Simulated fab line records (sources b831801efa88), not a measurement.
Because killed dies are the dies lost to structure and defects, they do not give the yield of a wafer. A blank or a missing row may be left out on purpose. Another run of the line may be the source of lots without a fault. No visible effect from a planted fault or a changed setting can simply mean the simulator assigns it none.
Matching of chambers / flow gf180mcu / GF_V3_CMP_26 on cmp-02 has 4 sister chambers
The step polishes, stops on SiO2, t overpolish 15 s, target thk 0 nm. 14 wafers are shown with their chamber, then 7 later ones without.

WAFERS PAIRED WITH THEIR CHAMBERS
wafer=L955.2; chamber=1; time-to-endpoint-s (s)=82; motor-current-A (A)=11.6; overpolish-run-s (s)=15.014
wafer=L955.4; chamber=0; time-to-endpoint-s (s)=87; motor-current-A (A)=12.0; overpolish-run-s (s)=15.006
wafer=L955.5; chamber=1; time-to-endpoint-s (s)=80; motor-current-A (A)=11.3; overpolish-run-s (s)=14.996
wafer=L956.2; chamber=3; time-to-endpoint-s (s)=95; motor-current-A (A)=11.2; overpolish-run-s (s)=14.995
wafer=L956.4; chamber=2; time-to-endpoint-s (s)=84; motor-current-A (A)=11.4; overpolish-run-s (s)=14.996
wafer=L956.5; chamber=3; time-to-endpoint-s (s)=93; motor-current-A (A)=10.8; overpolish-run-s (s)=15.007
wafer=L970.3; chamber=3; time-to-endpoint-s (s)=90; motor-current-A (A)=11.3; overpolish-run-s (s)=15.000
wafer=L970.5; chamber=1; time-to-endpoint-s (s)=77; motor-current-A (A)=11.6; overpolish-run-s (s)=15.014
wafer=L970.6; chamber=0; time-to-endpoint-s (s)=81; motor-current-A (A)=11.2; overpolish-run-s (s)=14.978
wafer=L971.3; chamber=1; time-to-endpoint-s (s)=77; motor-current-A (A)=11.2; overpolish-run-s (s)=14.987
wafer=L971.5; chamber=2; time-to-endpoint-s (s)=82; motor-current-A (A)=11.1; overpolish-run-s (s)=15.006
wafer=L971.6; chamber=3; time-to-endpoint-s (s)=87; motor-current-A (A)=11.0; overpolish-run-s (s)=15.022
wafer=L973.2; chamber=3; time-to-endpoint-s (s)=89; motor-current-A (A)=11.5; overpolish-run-s (s)=15.008
wafer=L973.4; chamber=1; time-to-endpoint-s (s)=77; motor-current-A (A)=11.3; overpolish-run-s (s)=15.008

SIGNATURES (averages over the wafers above)
reading=time-to-endpoint-s; chamber 0=84.00; chamber 1=78.60; chamber 2=83.00; chamber 3=90.80; scatter within a chamber=2.86
reading=motor-current-A; chamber 0=11.600; chamber 1=11.400; chamber 2=11.250; chamber 3=11.160; scatter within a chamber=0.282
reading=overpolish-run-s; chamber 0=14.99200; chamber 1=15.00380; chamber 2=15.00100; chamber 3=15.00640; scatter within a chamber=0.0119
Rule: a wafer's distance from a chamber is the root of the sum, over the readings, of the square of ((its reading less the chamber's mean) divided by the reading's scatter). If the next closest chamber is less than 2 further off than the closest, the wafer can't be placed; otherwise it belongs to the closest. The scatter: take each reading less its chamber's mean, square it, sum over the shown wafers, divide by the number of wafers less the number of chambers, and take the root.

WAFERS WHOSE CHAMBER IS MISSING
wafer=L973.6; time-to-endpoint-s (s)=79; motor-current-A (A)=11.2; overpolish-run-s (s)=14.980
wafer=L972.2; time-to-endpoint-s (s)=83; motor-current-A (A)=10.7; overpolish-run-s (s)=14.997
wafer=L972.4; time-to-endpoint-s (s)=85; motor-current-A (A)=11.0; overpolish-run-s (s)=15.001
wafer=L972.5; time-to-endpoint-s (s)=79; motor-current-A (A)=10.9; overpolish-run-s (s)=14.992
wafer=L974.2; time-to-endpoint-s (s)=82; motor-current-A (A)=11.0; overpolish-run-s (s)=14.991
wafer=L974.3; time-to-endpoint-s (s)=92; motor-current-A (A)=10.7; overpolish-run-s (s)=14.990
wafer=L974.6; time-to-endpoint-s (s)=79; motor-current-A (A)=11.0; overpolish-run-s (s)=14.993

CHAMBER TAKEN BY EACH
wafer=L973.6; from the rows above=can't be placed: 1 or 2 or 0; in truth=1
wafer=L972.2; from the rows above=can't be placed: 2 or 1 or 0 or 3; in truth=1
wafer=L972.4; from the rows above=can't be placed: 2 or 3 or 0 or 1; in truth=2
wafer=L972.5; from the rows above=can't be placed: 2 or 1 or 0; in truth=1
wafer=L974.2; from the rows above=can't be placed: 2 or 1 or 0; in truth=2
wafer=L974.3; from the rows above=can't be placed: 3 or 2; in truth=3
wafer=L974.6; from the rows above=can't be placed: 1 or 2 or 0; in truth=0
Correctly placed: 0 of 7. Unplaceable from these rows: 7, with the true chamber sitting among the candidates in 7. 0 placed wrongly.
